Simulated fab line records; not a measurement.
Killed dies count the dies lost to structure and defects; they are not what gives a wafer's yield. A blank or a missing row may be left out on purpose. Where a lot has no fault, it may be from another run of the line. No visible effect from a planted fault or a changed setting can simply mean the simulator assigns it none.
Comparing a struck lot with a sound one | flow sky130 | 15 steps out of a route of 708
Sound: these wafers, L258.2, L258.4, L258.6. Struck: wafer L265.1 (left out: L265.4, L265.5 of the same lot, which were not struck); the cause appears at the end.
Order at every step that has rows: each side's tool, ch and its chambers, its first start. Under that, the readings that differ: sound wafers | struck wafers | difference of the means | sigmas: that difference in standard deviations of wafers without a fault.
alike: readings with means less than 2 such deviations apart, plus words and numbers identical on both sides. not compared: withheld readings, readings lacking a value on some wafer, bounds such as >300 that could conceal the same value, and numbers that have no deviation in the record and whose values overlap.
Wherever a step has rows on one side only, a row that says differs or no value, or a row with sigmas, the two part there. Non-overlapping numbers with no deviation appear without sigmas and do not part them. A reading missing from all wafers of one side parts the sides only when that side holds two or more wafers.

first, 4 steps without rows for these wafers: SKY_VIA3_STRIP_16 (strips in O2/N2); SKY_VIA3_STRIP_17 (strips in post etch residue remover, time 1200 s); SKY_VIA3_CLEAN_18 (cleans in IPA, time 180 s); SKY_VIA3_CLEAN_19 (cleans in O3/DIW).
SKY_VIA3_SPUTTER_20: material TiN, target thk 20 nm, time 80 s.
  sound: pvdSputter-01 at day 41 08:55; struck: pvdSputter-03 at day 42 19:43
  alike: throttleValvePct
then, 1 step without rows for these wafers: SKY_VIA3_CVD_21 (deposits W, target thk 390 nm, time 117.31 s).
SKY_VIA3_RS_MEAS_22: measures by four-point-probe.
  sound: filmMetro-02 at day 41 09:08; struck: filmMetro-02 at day 42 19:55
  alike: VIA3_W_RS
SKY_VIA3_THK_MEAS_23: measures by xrf.
  sound: filmMetro-02 at day 41 09:14; struck: filmMetro-02 at day 42 20:02
  alike: VIA3_W_THK
then, 1 step without rows for these wafers: SKY_VIA3_CMP_24 (polishes, stops on SiO2, t overpolish 20 s, target thk 0 nm).
SKY_METAL4_SPUTTER_00: material Ti, target thk 15 nm, time 10 s.
  sound: pvdSputter-04 at day 41 09:35; struck: pvdSputter-04 at day 42 20:23
  alike: throttleValvePct
SKY_METAL4_SPUTTER_01: material TiN, target thk 20 nm, time 16.7 s.
  sound: pvdSputter-04 at day 41 09:37; struck: pvdSputter-04 at day 42 20:25
  alike: throttleValvePct
SKY_METAL4_SPUTTER_02: material AlCu, target thk 735 nm, time 39.1 s.
  sound: pvdSputter-04 at day 41 09:38; struck: pvdSputter-04 at day 42 20:26
  alike: throttleValvePct
SKY_METAL4_SPUTTER_03: material Ti, target thk 5 nm, time 3.3 s.
  sound: pvdSputter-04 at day 41 09:40; struck: pvdSputter-04 at day 42 20:28
reading                                  | sound             | struck | difference | sigmas
model.Ti_of_METAL4_SPUTTER_03.thkNm (nm) | 4.658 4.852 4.877 | 3.462  | -1.334     | 
  alike: throttleValvePct
SKY_METAL4_SPUTTER_04: material TiN, target thk 70 nm, time 58.3 s.
  sound: pvdSputter-04 at day 41 09:41; struck: pvdSputter-04 at day 42 20:29
  alike: throttleValvePct
-- the record jumps here: 6 days lie between the struck wafers' starts before and after (it left off in module METAL4 and takes up again in module PAD_OPEN, whose first step shown is number 708 of the route) --
SKY_PAD_OPEN_PROBE_99:
  sound: prober-02 at day 47 06:04; struck: prober-02 at day 48 11:23
reading          | sound    | struck | difference | sigmas
killedAtContacts | 19 15 13 | 29     | +13        | +2
  alike: defectLimitedYield, killed_at_M0_to_M3, killed_at_M4_up, killedAtFrontEnd, killedAtOther, killedDies, killedOpen, killedShort, sort_bin_3_pad_short, sort_bin_5_function, sort_bin_6_memory, sort_bin_8_speed, sortNPass, sortYieldPct

WHERE THEY PART
Only at SKY_PAD_OPEN_PROBE_99, within this record.

WHY: what the simulator had put in
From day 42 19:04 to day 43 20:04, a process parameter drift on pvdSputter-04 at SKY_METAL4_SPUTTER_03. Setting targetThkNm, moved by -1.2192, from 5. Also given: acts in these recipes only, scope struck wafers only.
